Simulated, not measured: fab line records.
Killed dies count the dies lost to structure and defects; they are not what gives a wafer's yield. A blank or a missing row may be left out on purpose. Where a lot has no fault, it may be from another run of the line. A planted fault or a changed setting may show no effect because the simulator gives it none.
A struck lot beside a sound one    flow sky130    17 steps out of a route of 708
Sound: the wafers L351.1, L351.4, L351.6. Wafers struck: L365.2, L365.4, L365.5. The cause comes at the end.
Order at every step that has rows: each side's tool, ch and its chambers, its first start. Under that, the readings that differ: sound wafers    struck wafers    difference of the means    sigmas: that difference in standard deviations of wafers without a fault.
alike: a reading whose means differ by less than 2 such deviations, as well as words and numbers matching on both sides. not compared: withheld readings; readings where some wafer has no value; bounds like >300 that might hide an equal value; numbers whose values overlap and for which the record gives no deviation.
A row with sigmas, a row that says differs or no value, or rows on one side alone: a step with any of these is where the two part. Non-overlapping numbers with no deviation appear without sigmas and do not part them. Lack of a reading on every wafer of one side parts them only where that side has two or more wafers.

first, 2 steps without rows for these wafers: SKY_LOCAL_INTERCONNECT_PEB_09; SKY_LOCAL_INTERCONNECT_DEVELOP_10 (develop time 60 s).
SKY_LOCAL_INTERCONNECT_CD_MEAS_11 targets a cd of 170 nm.
  struck on cd-sem-01, day 36 01:51; sound on cd-sem-02, day 31 16:58
  alike: cd-nm
SKY_LOCAL_INTERCONNECT_OVL_MEAS_12:
  struck on overlay-02, day 36 01:57; sound on overlay-01, day 31 17:05
  alike: LOCAL_INTERCONNECT_OVL
SKY_LOCAL_INTERCONNECT_ETCH_13: etches BARC in N2/H2, stops on SiO2, time 45.9 s, target depth 60 nm.
  sound on rie-metal-02 ch 0,1, day 31 17:08; struck on rie-metal-02 ch 0,1, day 36 01:59
  alike: chamber-pressure-mTorr, drypump-motor-current-A, oes-product-au, throttle-valve-pct
  not compared: rf-hours-counter-h
SKY_LOCAL_INTERCONNECT_METAL_ETCH_14: etches TiN in Cl2/BCl3, stops on PSG, target depth 110 nm, time 31.4 s.
  sound on rie-metal-02 ch 0,1, day 31 17:13; struck on rie-metal-02 ch 0,1, day 36 02:02
  alike: chamber-pressure-mTorr, drypump-motor-current-A, oes-product-au, throttle-valve-pct
  not compared: rf-hours-counter-h
SKY_LOCAL_INTERCONNECT_STRIP_15: strips in O2/N2.
  sound on plasma-asher-03 ch 0, day 31 17:17; struck on plasma-asher-01 ch 0,1, day 36 02:06
  alike: chamber-pressure-mTorr, drypump-motor-current-A, oes-product-au, strip-time-to-endpoint-s
  not compared: rf-hours-counter-h
then, 3 steps without rows for these wafers: SKY_LOCAL_INTERCONNECT_STRIP_16 (strips in post etch residue remover, time 1200 s); SKY_LOCAL_INTERCONNECT_CLEAN_17 (cleans in IPA, time 180 s); SKY_LOCAL_INTERCONNECT_CLEAN_18 (cleans in O3/DIW).
SKY_CONTACT_CVD_00: deposits Si3N4, target thk 75 nm.
  sound on pecvd-03 ch 0,2, day 31 17:52; struck on pecvd-01 ch 1,2, day 36 02:43
  alike: heater-power-w
SKY_CONTACT_THK_MEAS_01:
  struck on film-metro-03, day 36 02:47; sound on film-metro-04, day 31 17:55
  alike: CONTACT_CVD_00_THK
SKY_CONTACT_HDPCVD_02: deposits SiO2, target thk 565 nm, time 94.2 s.
  sound on hdpcvd-02 ch 1,2, day 31 17:58; struck on hdpcvd-01 ch 0,1,2, day 36 02:50
reading                                      sound              struck             difference  sigmas
sih4-flow-sccm (sccm)                        60.14 60.10 59.78  72.18 71.67 72.10  +11.98      +67
model.SiO2_of_CONTACT_HDPCVD_02.thk-nm (nm)  565.8 566 567.5    680.1 680.7 685    +115.5      
SKY_CONTACT_THK_MEAS_03:
  struck on film-metro-01, day 36 02:55; sound on film-metro-04, day 31 18:02
reading                  sound        struck       difference  sigmas
CONTACT_HDPCVD_THK (nm)  566 566 567  680 681 685  +116        +21
SKY_CONTACT_CMP_04: polishes SiO2.
  sound on cmp-02 ch 2,3, day 31 18:09; struck on cmp-01 ch 0,1,2, day 36 03:01
reading                 sound     struck       difference  sigmas
time-to-endpoint-s (s)  86 86 87  132 124 130  +42         +9
  alike: motor-current-A
SKY_CONTACT_BOW_MEAS_05:
  struck on film-metro-03, day 36 03:17; sound on film-metro-01, day 31 18:24
  alike: CONTACT_BOW
-- the record jumps here: 14 days lie between the struck wafers' starts before and after (it left off in module CONTACT and takes up again in module PAD_OPEN, whose first step shown is number 708 of the route) --
SKY_PAD_OPEN_PROBE_99:
  struck on prober-01, day 50 00:35; sound on prober-01, day 46 21:15
  alike: killed_at_M0_to_M3, killed_at_M4_up, killed-at-contacts, killed-at-front-end, killed-at-other, killed-dies, killed-open, killed-short

== WHERE THEY PART ==
First at SKY_CONTACT_HDPCVD_02; last, within this record, at SKY_CONTACT_CMP_04. Later steps at which nothing parts them and some readings are alike: SKY_CONTACT_BOW_MEAS_05, SKY_PAD_OPEN_PROBE_99.

WHY: the cause the simulator had injected
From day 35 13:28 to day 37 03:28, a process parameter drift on hdpcvd-01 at SKY_CONTACT_HDPCVD_02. The setting sih4-flow-sccm was moved by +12, starting from 60. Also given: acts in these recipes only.
